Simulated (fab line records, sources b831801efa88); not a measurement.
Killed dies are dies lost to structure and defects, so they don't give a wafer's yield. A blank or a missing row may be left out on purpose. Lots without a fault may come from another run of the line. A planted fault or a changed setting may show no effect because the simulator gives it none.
Which tool did it? | flow gf180mcu | 14 lots, 42 wafers sampled, at 4 steps of a route of 602

WHAT THE GAUGES READ, wafer by wafer
GF_HV_LDD_OVL_MEAS_32. Usual: HV_LDD_02_OVL -0.3 nm, standard deviation 1.5.
lot  | measured     | on         | HV_LDD_02_OVL (nm) | flag
L240 | day 11 12:31 | overlay-02 | -0.8 -1.0 0.8      |
L241 | day 11 18:49 | overlay-02 | -0.6 -0.4 -2.7     |
L242 | day 12 01:34 | overlay-02 | 2.1 1.0 -0.6       |
L246 | day 13 11:56 | overlay-01 | 0.5 0.3 -0.5       |
L248 | day 14 05:08 | overlay-02 | -0.1 0.1 -2.1      |
L253 | day 15 16:58 | overlay-02 | -0.6 -0.7 -1.2     |
L254 | day 15 22:42 | overlay-01 | -3.6 -3.2 -1.9     |
L256 | day 16 16:58 | overlay-01 | -1.1 0.0 0.2       |
L257 | day 17 04:13 | overlay-02 | -2.2 -0.6 -1.3     |
L258 | day 17 13:31 | overlay-01 | -3.4 -3.3 -0.7     |
L260 | day 18 02:25 | overlay-01 | 1.6 1.9 2.3        |
L261 | day 18 14:01 | overlay-01 | 1.2 2.8 1.9        |
L262 | day 18 18:25 | overlay-02 | -1.1 -0.5 1.1      |
L263 | day 19 06:00 | overlay-02 | -0.4 -0.5 -1.6     |

GF_CONTACT_THK_MEAS_01. Usual: CONTACT_CVD_00_THK 299.4 nm, standard deviation 2.9.
lot  | measured     | on            | CONTACT_CVD_00_THK (nm) | flag
L240 | day 15 02:56 | film_metro-02 | 303.4 296.8 296.2       |
L241 | day 15 08:52 | film_metro-02 | 301.7 303.3 303.3       |
L242 | day 15 17:40 | film_metro-02 | 295.6 297.8 302.4       |
L246 | day 17 08:49 | film_metro-03 | 299.1 295.9 299.2       |
L248 | day 18 02:28 | film_metro-04 | 298.8 297.9 297.5       |
L253 | day 19 19:10 | film_metro-02 | 306.0 298.1 298.4       |
L254 | day 20 02:22 | film_metro-02 | 297.9 296.1 295.3       |
L256 | day 20 22:10 | film_metro-03 | 301.3 295.9 296.2       |
L257 | day 21 08:10 | film_metro-04 | 302.8 301.2 299.6       |
L258 | day 21 17:40 | film_metro-03 | 304.0 299.4 298.5       |
L260 | day 22 09:05 | film_metro-04 | 300.8 302.1 298.8       |
L261 | day 22 18:28 | film_metro-04 | 297.0 299.5 296.9       |
L262 | day 23 00:43 | film_metro-04 | 301.0 297.6 302.5       |
L263 | day 23 10:47 | film_metro-03 | 301.4 298.9 295.1       |

WHICH TOOL RAN EACH LOT (tool, then ch and the chambers of the sampled wafers, then the start)
lot  | GF_NSD_STRIP_11                      | GF_SAB_SOFTBAKE_05
L240 | plasma_asher-01 ch 0, day 13 07:43   | litho_track-03 ch 0, day 14 15:20
L241 | plasma_asher-02 ch 0,1, day 13 14:16 | litho_track-01 ch 0, day 14 21:26
L242 | plasma_asher-02 ch 0,1, day 13 21:58 | litho_track-03 ch 0, day 15 06:03
L246 | plasma_asher-02 ch 0,1, day 15 10:26 | litho_track-01 ch 0, day 16 20:38
L248 | plasma_asher-01 ch 0,1, day 16 03:17 | litho_track-01 ch 0, day 17 13:53
L253 | plasma_asher-02 ch 0,1, day 17 17:17 | litho_track-01 ch 0, day 19 05:20
L254 | plasma_asher-01 ch 0,1, day 18 00:28 | litho_track-01 ch 0, day 19 12:59
L256 | plasma_asher-03 ch 0,1, day 18 19:28 | litho_track-03 ch 0, day 20 08:36
L257 | plasma_asher-03 ch 0,1, day 19 06:47 | litho_track-03 ch 0, day 20 19:03
L258 | plasma_asher-02 ch 0,1, day 19 17:02 | litho_track-03 ch 0, day 21 04:57
L260 | plasma_asher-01 ch 0,1, day 20 07:38 | litho_track-02 ch 0, day 21 19:56
L261 | plasma_asher-01 ch 0,1, day 20 17:53 | litho_track-01 ch 0, day 22 05:46
L262 | plasma_asher-03 ch 0,1, day 21 00:40 | litho_track-01 ch 0, day 22 11:41
L263 | plasma_asher-02 ch 0,1, day 21 10:14 | litho_track-03 ch 0, day 22 22:27
- GF_NSD_STRIP_11: strips in O2/N2.
- GF_SAB_SOFTBAKE_05: time 60 s.

WHAT THE TOOLS THEMSELVES READ (means of the sampled wafers that have a number; where no wafer has one, the mark that the record gives instead)
GF_NSD_STRIP_11. Usual: chamber_pressure_mTorr 1500.0 mTorr, standard deviation 1.3; drypump_motor_current_A 5.85 A, standard deviation 0.22; heater_power_w 331 W, standard deviation 36; n2_flow_sccm 300.1 sccm, standard deviation 0.89; oes_product_au 0.487 a.u., standard deviation 0.0044; strip_time_to_endpoint_s 22.94 s, standard deviation 0.036.
lot  | tool            | chamber_pressure_mTorr (mTorr) | drypump_motor_current_A (A) | heater_power_w (W) | n2_flow_sccm (sccm) | oes_product_au (a.u.) | strip_time_to_endpoint_s (s) | flag
L240 | plasma_asher-01 | 1499.6                         | 6.07                        | 384                | 301.3               | 0.487                 | 22.93                        |
L241 | plasma_asher-02 | 1499.4                         | 5.94                        | 280                | 299.8               | 0.487                 | 22.91                        |
L242 | plasma_asher-02 | 1500.0                         | 6.05                        | 303                | 300.2               | 0.489                 | 22.99                        |
L246 | plasma_asher-02 | 1500.1                         | 5.94                        | 276                | 299.6               | 0.485                 | 22.96                        |
L248 | plasma_asher-01 | 1500.8                         | 5.85                        | 371                | 299.4               | 0.487                 | 22.97                        |
L253 | plasma_asher-02 | 1500.8                         | 5.95                        | 281                | 300.0               | 0.485                 | 22.89                        |
L254 | plasma_asher-01 | 1500.9                         | 5.68                        | 369                | 299.6               | 0.483                 | 22.88                        |
L256 | plasma_asher-03 | 1501.1                         | 5.76                        | 336                | 299.1               | 0.485                 | 22.94                        |
L257 | plasma_asher-03 | 1500.7                         | 5.75                        | 332                | 300.1               | 0.487                 | 22.98                        |
L258 | plasma_asher-02 | 1500.0                         | 5.96                        | 277                | 299.5               | 0.485                 | 22.99                        |
L260 | plasma_asher-01 | 1500.2                         | 5.90                        | 365                | 299.4               | 0.492                 | 22.92                        |
L261 | plasma_asher-01 | 1499.7                         | 5.88                        | 368                | 300.5               | 0.486                 | 22.94                        |
L262 | plasma_asher-03 | 1498.9                         | 5.75                        | 335                | 299.2               | 0.489                 | 22.93                        |
L263 | plasma_asher-02 | 1500.4                         | 5.94                        | 279                | 301.2               | 0.483                 | 22.93                        |

GF_SAB_SOFTBAKE_05. Usual: run_length_s 89.08 s, standard deviation 0.13.
lot  | tool           | run_length_s (s) | flag
L240 | litho_track-03 | 89.13            |
L241 | litho_track-01 | 88.97            |
L242 | litho_track-03 | 89.05            |
L246 | litho_track-01 | 88.92            |
L248 | litho_track-01 | 88.98            |
L253 | litho_track-01 | 102.52           | OFF
L254 | litho_track-01 | 102.60           | OFF
L256 | litho_track-03 | 89.05            |
L257 | litho_track-03 | 89.14            |
L258 | litho_track-03 | 89.29            |
L260 | litho_track-02 | 89.07            |
L261 | litho_track-01 | 89.05            |
L262 | litho_track-01 | 89.00            |
L263 | litho_track-03 | 89.07            |

THE ANSWER, worked out from the rows above alone
Rule: a lot is off if the mean of its wafers that have a number lies more than 3 standard deviations from the usual mean. A lot without any number at a reading at which 4 lots or more have one is off too. The other lots that the step has rows for count as sound. The gauges are gone through in route order, then the tools' own readings, and for those a lot's mean is taken as printed above. The first step at which some lot is off is used, and at that step the reading that is off furthest; a lot without a number counts as furthest.
Off: L253, L254, at GF_SAB_SOFTBAKE_05 (run_length_s).
A tool fits if, at that step or a process step before it, it ran every lot that is off, and no sound lot after the first of them. None of those tried fits.

WHAT THE SIMULATOR HAD PUT IN
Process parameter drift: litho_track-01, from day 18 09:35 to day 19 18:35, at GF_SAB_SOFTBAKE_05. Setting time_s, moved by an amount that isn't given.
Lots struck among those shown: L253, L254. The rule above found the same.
